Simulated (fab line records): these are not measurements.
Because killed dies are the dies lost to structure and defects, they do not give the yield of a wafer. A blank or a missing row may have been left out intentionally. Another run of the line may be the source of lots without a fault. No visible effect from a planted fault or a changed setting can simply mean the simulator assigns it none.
Comparing a struck lot with a sound one | flow sfqLine | 42 steps out of a route of 325
Sound: wafers L923.1, L923.2, L923.5. Wafers struck: L924.2, L924.4, L924.6. The cause is named last.
Each step with rows lists, per side, the tool, then ch with its chambers, then its first start. Under that, the readings that differ: sound wafers | struck wafers | difference of the means | sigmas: that difference in standard deviations of wafers without a fault.
alike: words and numbers the same on both sides, and readings whose means are apart by under 2 such deviations; not compared: readings that were withheld, readings missing a value for some wafer, numbers with overlapping values and no deviation given by the record, and bounds like >300 which may hide the same value.
Wherever a step has rows on one side only, a row that says differs or no value, or a row with sigmas, the two part there. Numbers that don't overlap but have no deviation are shown without sigmas and don't part them. Lack of a reading on every wafer of one side parts them only where that side has two or more wafers.

first, 1 step without rows for these wafers: SFQ_TRILAYER_M7_DEP_PRE_CLEAN_176 (time 22.5 s).
SFQ_TRILAYER_M7_DEP_SPUTTER_175: material Nb, target thk 200 nm, time 133.3 s.
  sound: pvdSputter-04 at day 79 12:17; struck: pvdSputter-05 at day 77 21:09
  alike: cathodeDcPowerW, throttleValvePct
SFQ_M7_RS_MEAS_943: uses a four-point probe to measure.
  sound: filmMetro-04 at day 79 12:23; struck: filmMetro-04 at day 77 21:16
  alike: M7_NB_RS
then, 6 steps without rows for these wafers: SFQ_TRILAYER_M7_LITHO_COAT_182 (resist thk 62 nm); SFQ_TRILAYER_M7_LITHO_COAT_177 (resist thk 600 nm); SFQ_TRILAYER_M7_LITHO_SOFTBAKE_181; SFQ_TRILAYER_M7_LITHO_EXPOSE_178 (exposes mask M7, target cd 500 nm); SFQ_TRILAYER_M7_LITHO_PEB_180 (peb time 60 s); SFQ_TRILAYER_M7_LITHO_DEVELOP_179 (time 60 s).
SFQ_M7_OVL_MEAS_945:
  sound: overlay-01 at day 79 14:49; struck: overlay-01 at day 78 00:27
  alike: M7_OVL
SFQ_TRILAYER_M7_BARC_OPEN_METAL_ETCH_229: etches BARC in O2, target depth 125 nm, time 41.7 s.
  sound on rieMetal-02 ch 0, day 79 14:50; struck on rieMetal-04 ch 0,1, day 78 00:29
  alike: biasW, chamberPressureMTorr, drypumpMotorCurrentA, oesProductAu
  not compared: rfHoursCounterH
SFQ_TRILAYER_M7_ETCH_METAL_ETCH_180: etches Nb in Cl2/Ar, stops on SiO2, target depth 240 nm, time 120 s.
  sound on rieMetal-02 ch 0, day 79 14:58; struck on rieMetal-04 ch 0,1, day 78 00:32
  no value came back on the struck wafers for biasW (W), chamberPressureMTorr (mTorr), drypumpMotorCurrentA (A), oesProductAu (a.u.); on the sound wafers biasW (W) reads 80.27 80.26 80.30
reading                                            | sound             | struck            | difference | sigmas
model.KrF_of_TRILAYER_M7_LITHO_COAT_177.thkNm (nm) | 384.4 383.4 381.7 | 522.8 521.7 522.3 | +139.1     | 
  not compared: rfHoursCounterH
then, 4 steps without rows for these wafers: SFQ_TRILAYER_M7_STRIP_STRIP_181 (strips in O2); SFQ_TRILAYER_M7_STRIP_SOLV_CLEAN_182 (cleans in NMP, time 600 s); SFQ_TRILAYER_I7_DEP_PECVD_183 (deposits SiO2 from SiH4/N2O, time 111.11 s, target thk 500 nm); SFQ_TRILAYER_I7_CMP_CMP_184 (polishes SiO2).
SFQ_I7_BOW_MEAS_946:
  sound: filmMetro-01 at day 79 20:55; struck: filmMetro-02 at day 78 05:08
reading     | sound      | struck   | difference | sigmas
I7_BOW (um) | -19 -5 -12 | 16 19 10 | +27        | +2
SFQ_TRILAYER_I7_METRO_MEASURE_185:
  sound: filmMetro-01 at day 79 21:02; struck: filmMetro-02 at day 78 05:26
  alike: thkNm
then, 6 steps without rows for these wafers: SFQ_TRILAYER_I7_VIA_LITHO_COAT_192 (resist thk 62 nm); SFQ_TRILAYER_I7_VIA_LITHO_COAT_187 (resist thk 650 nm); SFQ_TRILAYER_I7_VIA_LITHO_SOFTBAKE_191; SFQ_TRILAYER_I7_VIA_LITHO_EXPOSE_188 (exposes mask I7, target cd 1000 nm); SFQ_TRILAYER_I7_VIA_LITHO_PEB_190 (peb time 60 s); SFQ_TRILAYER_I7_VIA_LITHO_DEVELOP_189 (time 60 s).
-- the record jumps here: 4 days lie between the struck wafers' starts before and after --
SFQ_I7_OVL_MEAS_947:
  sound: overlay-01 at day 81 20:11; struck: overlay-01 at day 81 18:49
  alike: I7_OVL
SFQ_TRILAYER_I7_VIA_BARC_OPEN_VIA_ETCH_260: etches BARC in O2, target depth 125 nm, time 41.7 s.
  sound on rieDiel-04 ch 0,2, day 81 20:14; struck on rieDiel-02 ch 1,2, day 81 18:51
  alike: biasW, chamberPressureMTorr, drypumpMotorCurrentA, oesProductAu
  not compared: rfHoursCounterH
then, 1 step without rows for these wafers: SFQ_TRILAYER_I7_VIA_ETCH_VIA_ETCH_190 (etches SiO2 in CHF3, stops on Nb, target depth 260 nm).
SFQ_TRILAYER_I7_VIA_STRIP_STRIP_191: strips in O2.
  sound on rieMetal-02 ch 0, day 81 20:23; struck on rieMetal-03 ch 0,1, day 81 19:01
  alike: drypumpMotorCurrentA, oesProductAu
  not compared: rfHoursCounterH
then, 8 steps without rows for these wafers: SFQ_TRILAYER_I7_VIA_STRIP_SOLV_CLEAN_192 (cleans in NMP, time 600 s); SFQ_TRILAYER_M8_LITHO_LOR_COAT_197; SFQ_TRILAYER_M8_LITHO_LOR_BAKE_198; SFQ_TRILAYER_M8_LITHO_COAT_193 (resist thk 600 nm); SFQ_TRILAYER_M8_LITHO_SOFTBAKE_199; SFQ_TRILAYER_M8_LITHO_EXPOSE_194 (exposes mask M8, target cd 2000 nm); SFQ_TRILAYER_M8_LITHO_PEB_196 (peb time 60 s); SFQ_TRILAYER_M8_LITHO_DEVELOP_195 (img clear 15 s, time 55 s).
SFQ_M8_OVL_MEAS_948:
  sound: overlay-01 at day 82 00:33; struck: overlay-01 at day 81 23:03
reading     | sound  | struck  | difference | sigmas
M8_OVL (nm) | 12 9 9 | -3 -6 1 | -13        | -2
then, 3 steps without rows for these wafers: SFQ_TRILAYER_M8_DEP_EVAP_197 (material Ti, target thk 20 nm, time 100 s); SFQ_TRILAYER_M8_DEP_EVAP_198 (material Pt, target thk 50 nm, time 250 s); SFQ_TRILAYER_M8_DEP_EVAP_196 (material Au, target thk 180 nm, time 900 s).
SFQ_M8_RS_MEAS_949: uses a four-point probe to measure.
  sound: filmMetro-03 at day 82 01:20; struck: filmMetro-02 at day 81 23:51
reading           | sound                | struck               | difference | sigmas
M8_AU_RS (ohm/sq) | 0.1484 0.1516 0.1487 | 0.1557 0.1548 0.1547 | +0.0055    | +3
SFQ_M8_BOW_MEAS_951:
  sound: filmMetro-02 at day 82 01:41; struck: filmMetro-04 at day 82 00:12
reading                     | sound    | struck | difference | sigmas
model.etest.m7.combLog10Ohm | 12 12 12 | 0 0 0  | -12        | 
  alike: M8_BOW

## WHERE THEY PART
Earliest at SFQ_TRILAYER_M7_ETCH_METAL_ETCH_180; latest, in this record, at SFQ_M8_RS_MEAS_949. Later steps at which nothing parts them and some readings are alike: SFQ_M8_BOW_MEAS_951.

WHY: whatever the simulator had introduced
Whole step skipped at SFQ_TRILAYER_M7_ETCH_METAL_ETCH_180 on rieMetal-04, starting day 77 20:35. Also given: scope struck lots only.
